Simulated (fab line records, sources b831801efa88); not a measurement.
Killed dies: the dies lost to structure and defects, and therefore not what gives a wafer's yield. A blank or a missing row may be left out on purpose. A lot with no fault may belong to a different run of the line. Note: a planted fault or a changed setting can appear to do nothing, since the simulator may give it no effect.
Chamber matching / flow gf180mcu / GF_POLY_GATE_ETCH_13 on rie si-01: 4 sister chambers
The step etches poly-Si in HBr/Cl2, stops on SiO2, target depth 198.5 nm, time 69.6 s. 4 wafers are shown with their chamber, then 9 later ones without.

## WAFERS, EACH WITH ITS CHAMBER
wafer=L537.5; chamber=1; drypump motor current A (A)=5.4
wafer=L539.3; chamber=0; drypump motor current A (A)=5.9
wafer=L543.5; chamber=3; drypump motor current A (A)=6.8
wafer=L543.6; chamber=2; drypump motor current A (A)=5.9

## WAFERS WHOSE CHAMBER IS MISSING
wafer=L544.1; drypump motor current A (A)=5.9
wafer=L544.4; drypump motor current A (A)=6.8
wafer=L544.5; drypump motor current A (A)=5.9
wafer=L549.1; drypump motor current A (A)=6.8
wafer=L549.4; drypump motor current A (A)=5.9
wafer=L549.5; drypump motor current A (A)=5.9
wafer=L550.3; drypump motor current A (A)=5.8
wafer=L550.5; drypump motor current A (A)=6.8
wafer=L550.6; drypump motor current A (A)=5.9

## EACH ONE'S CHAMBER
wafer=L544.1; from the rows above=can't be placed: 0 or 2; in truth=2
wafer=L544.4; from the rows above=3; in truth=3
wafer=L544.5; from the rows above=can't be placed: 0 or 2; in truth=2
wafer=L549.1; from the rows above=3; in truth=3
wafer=L549.4; from the rows above=can't be placed: 0 or 2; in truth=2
wafer=L549.5; from the rows above=can't be placed: 0 or 2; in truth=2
wafer=L550.3; from the rows above=can't be placed: 0 or 2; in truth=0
wafer=L550.5; from the rows above=3; in truth=3
wafer=L550.6; from the rows above=can't be placed: 0 or 2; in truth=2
Correct placement for 3 of the 9. From these rows, 6 cannot be placed; in 6 the true chamber is one of the candidates. Wrongly placed: 0.
How it was worked out, from the rows above alone: a wafer's distance from a chamber is the root of the sum, over the readings, of the square of ((its reading less the chamber's mean) divided by the reading's scatter). The wafer belongs to the nearest chamber; if the next one is less than 2 further off, it can't be placed. For every chamber, the mean is computed from those of its wafers that are shown. The scatter: with one shown wafer a chamber, the root of the mean of the squares of how far each hidden wafer lies from its nearest shown one.
